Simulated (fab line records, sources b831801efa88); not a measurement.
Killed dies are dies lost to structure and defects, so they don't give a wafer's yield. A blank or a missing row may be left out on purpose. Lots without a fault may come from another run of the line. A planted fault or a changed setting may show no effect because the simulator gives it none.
fab line records | flow sky130
record lots=6 wafers=18 last_day=50
route steps=708 shown METAL2@504 VIA2@507
lots that met no fault: from a run of the same line without faults
start_h: hours from the record's first day to the start of the lot's first wafer shown | wait_h: hours since the lot's step before | " the same as in the row above | L1.1+2: a row that stands for several wafers | - no value, or no start given | * or withheld: withheld | < > ~ a bound
route shown NAME@n: a module of which the file shows steps, and the number in the route of the first | usual: mean/standard deviation of fault-free wafers | same: alike in all rows | chamber/n: place in a boat | sites: the reading at each site | _std_site: their standard deviation | _edge_site: outer sites' mean less inner sites' | radius_mm: how far each site lies from the wafer's centre | mask NAME#n: copy n | behind: the tool/chamber that last shaped the wafer | hold: why the lot was held/for how many hours/how that ended | device: the transistor (n, p or np) that didn't switch | end of line: the same wafers' tests at the end of the route | a step without rows: its recipe alone | killed: dies lost to structure and defects at the first sort, not the wafer's yield | map: a wafer's dies, x killed, . not, _ none there
set.NAME: the setting as run; set.NAME@STEP: as run at that earlier step | model.NAME: the simulator's own value behind a step, which no gauge read
lots at some steps of the route; a table a step, a row a wafer
services: from which hour (start_h, from the record's first day; less than 0 if before it) a tool's chamber was out of use, for how many hours, and why
## steps
# step SKY_METAL2_STRIP_21
# recipe chemistry=post_etch_residue_remover time_s=1200 temp_c=72.5
# step SKY_METAL2_CLEAN_22
# recipe chemistry=IPA time_s=180 temp_c=25
# step SKY_METAL2_CLEAN_23
# recipe chemistry=O3/DIW dry=n2_spin
# step SKY_VIA2_HDPCVD_00
# recipe material=SiO2 target_thk_nm=1180 sigma_open_frac=0.3 time_s=196.7 temp_c=400 sih4_flow_sccm=60 pressure_mtorr=6
# step SKY_VIA2_THK_MEAS_01
# recipe reads=SiO2_of_VIA2_HDPCVD_00
# usual VIA2_HDPCVD_THK=1176/15
# columns lot.wafer tool chamber start_h wait_h VIA2_HDPCVD_THK[nm]
L233.3 film_metro-01 - 862.81 0.1 1160
L233.5 " - " " 1180
L233.6 " - " " 1164
L234.1 film_metro-01 - 865.04 0.1 1186
L234.2 " - " " 1179
L234.3 " - " " 1181
L236.1 film_metro-03 - 884.80 0.1 1203
L236.2 " - " " 1168
L236.4 " - " " 1172
L238.4 film_metro-03 - 892.26 0.0 1212
L238.5 " - " " 1203
L238.6 " - " " 1177
L247.1 film_metro-03 - 959.11 0.1 1175
L247.2 " - " " 1167
L247.6 " - " " 1172
L253.2 film_metro-03 - 993.82 0.1 1173
L253.3 " - " " 1176
L253.5 " - " " 1178
# step SKY_VIA2_CMP_02
# recipe material=SiO2 down_force_psi=4 platen_rpm=60 pad_velocity_m_s=0.94248
# usual motor_current_A=11.9/1.3
# columns lot.wafer tool chamber start_h wait_h motor_current_A
L233.3 cmp-02 3 862.90 0.1 12.3
L233.5 " 2 " " 12.2
L233.6 " 3 " " 12.3
L234.1 cmp-02 3 865.10 0.1 11.7
L234.2 " 0 " " 10.4
L234.3 " 2 " " 12.6
L236.4 cmp-02 1 884.86 0.0 11.6
L236.1 " 2 " " 12.3
L236.2 " 0 " " 9.9
L238.4 cmp-02 0 892.34 0.1 9.8
L238.6 " 3 " " 12.5
L238.5 " 0 " " 10.0
L247.2 cmp-02 0 959.22 0.1 10.0
L247.1 " 2 " " 12.2
L247.6 " 3 " " 11.7
L253.3 cmp-01 1 993.92 0.1 12.5
L253.2 " 2 " " 11.4
L253.5 " 0 " " 16.1
# step SKY_VIA2_BOW_MEAS_03
# recipe mode=bow
# usual VIA2_BOW=87/7.4
# columns lot.wafer tool chamber start_h wait_h VIA2_BOW[um]
L233.3 film_metro-04 - 863.19 0.2 85
L233.5 " - " " 95
L233.6 " - " " 106
L234.1 film_metro-01 - 865.40 0.2 105
L234.2 " - " " 96
L234.3 " - " " 89
L236.1 film_metro-01 - 885.16 0.2 74
L236.2 " - " " 86
L236.4 " - " " 83
L238.4 film_metro-01 - 892.65 0.3 86
L238.5 " - " " 87
L238.6 " - " " 84
L247.1 film_metro-01 - 959.47 0.1 92
L247.2 " - " " 85
L247.6 " - " " 87
L253.2 film_metro-04 - 994.19 0.2 107
L253.3 " - " " 90
L253.5 " - " " 88
# step SKY_VIA2_DEHYDRATE_04
# recipe temp_c=200 time_s=60
# step SKY_VIA2_HMDS_05
# recipe prime_time_s=60 prime_temp_c=120
# step SKY_VIA2_COAT_06
# recipe resist=BARC temp_c=withheld time_s=withheld spin_rpm=3000 resist_thk_nm=60
# step SKY_VIA2_COAT_07
# recipe resist=KrF-thick spin_rpm=3000 resist_thk_nm=450
# step SKY_VIA2_SOFTBAKE_08
# recipe temp_c=100 time_s=90 resist=KrF-thick
# step SKY_VIA2_EXPOSE_09
# recipe mask_id=VIM2 na=0.8 source_shape=annular sigma_inner=0.55 sigma_outer=0.85 target_cd_nm=200 dose_mj=38
# usual exposure_dose_mJ_cm2=38.06/0.18 focus_offset_nm=0.0/0.52
# columns lot.wafer tool chamber start_h wait_h mask exposure_dose_mJ_cm2 focus_offset_nm
L233.3 krf_scanner-01 0 876.98 - VIM2#0 37.90 -0.9
L233.5 " 0 " " VIM2#0 37.92 0.0
L233.6 " 0 " " VIM2#0 37.90 0.2
L234.1 krf_scanner-02 0 879.08 - VIM2#0 38.12 0.6
L234.2 " 0 " " VIM2#0 38.10 0.9
L234.3 " 0 " " VIM2#0 38.12 0.9
L236.1 krf_scanner-02 - 898.57 - VIM2#0 - -
L236.2 " - " " VIM2#0 - -
L236.4 " - " " VIM2#0 - -
L238.4 krf_scanner-02 - 905.72 - VIM2#0 - -
L238.5 " - " " VIM2#0 - -
L238.6 " - " " VIM2#0 - -
L247.1 krf_scanner-01 0 972.58 - VIM2#0 37.91 0.6
L247.2 " 0 " " VIM2#0 37.90 -0.3
L247.6 " 0 " " VIM2#0 37.91 0.2
L253.2 krf_scanner-01 0 1006.14 - VIM2#0 38.45 -1.2
L253.3 " 0 " " VIM2#0 38.40 0.6
L253.5 " 0 " " VIM2#0 38.42 -0.8
# step SKY_VIA2_PEB_10
# recipe peb_temp_c=withheld peb_time_s=withheld resist=KrF-thick
## services
# columns tool chamber start_h hours kind
krf_scanner-01 - 844.34 0.5 repair
cmp-01 - 847.83 5.3 repair
krf_scanner-01 - 862.74 0.8 pm
krf_scanner-02 - 863.14 2.1 repair
krf_scanner-01 - 868.88 1.0 pm
krf_scanner-01 - 875.00 0.4 repair
krf_scanner-01 - 901.80 1.3 pm
krf_scanner-02 - 911.84 0.8 pm
cmp-01 - 912.00 4.0 pm
cmp-01 - 916.00 - consumable_replace:conditioner
cmp-01 - 916.00 - consumable_replace:pad
krf_scanner-01 - 918.71 0.8 repair
cmp-01 - 919.43 2.0 repair
krf_scanner-02 - 920.52 1.0 pm
cmp-01 - 928.16 4.4 repair
cmp-02 - 936.58 9.3 repair
krf_scanner-01 0 938.54 - calibration
krf_scanner-02 - 954.73 6.0 repair
cmp-01 - 955.60 25.6 pm
krf_scanner-02 - 965.07 1.3 pm
krf_scanner-02 - 979.58 3.6 pm
cmp-02 - 981.53 7.5 pm
krf_scanner-02 0 989.72 - calibration
krf_scanner-01 - 995.18 - calibration
## key
first_sign step=SKY_VIA2_EXPOSE_09 reading=tool_record direction=missing
effect none on later readings
met_at SKY_VIA2_EXPOSE_09
struck_wafers L236.1,L236.2,L236.4,L238.4,L238.5,L238.6
later_rows_left_out L236.1,L236.2,L236.4,L238.4,L238.5,L238.6
sort_left_out L236.1,L236.2,L236.4,L238.4,L238.5,L238.6
onset_between 879.08 898.57
fault kind=skipped_step_whole tool=krf_scanner-02 chamber=- onset_h=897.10 steps=SKY_VIA2_EXPOSE_09 scope=struck_lots_only
# sort_left_out: the simulated sort isn't trusted on such a fault, so these wafers' sort isn't shown, and their yield isn't known
# later_rows_left_out: the simulator's readings of these wafers behind a module that went badly wrong aren't trusted and aren't shown, but for the sort
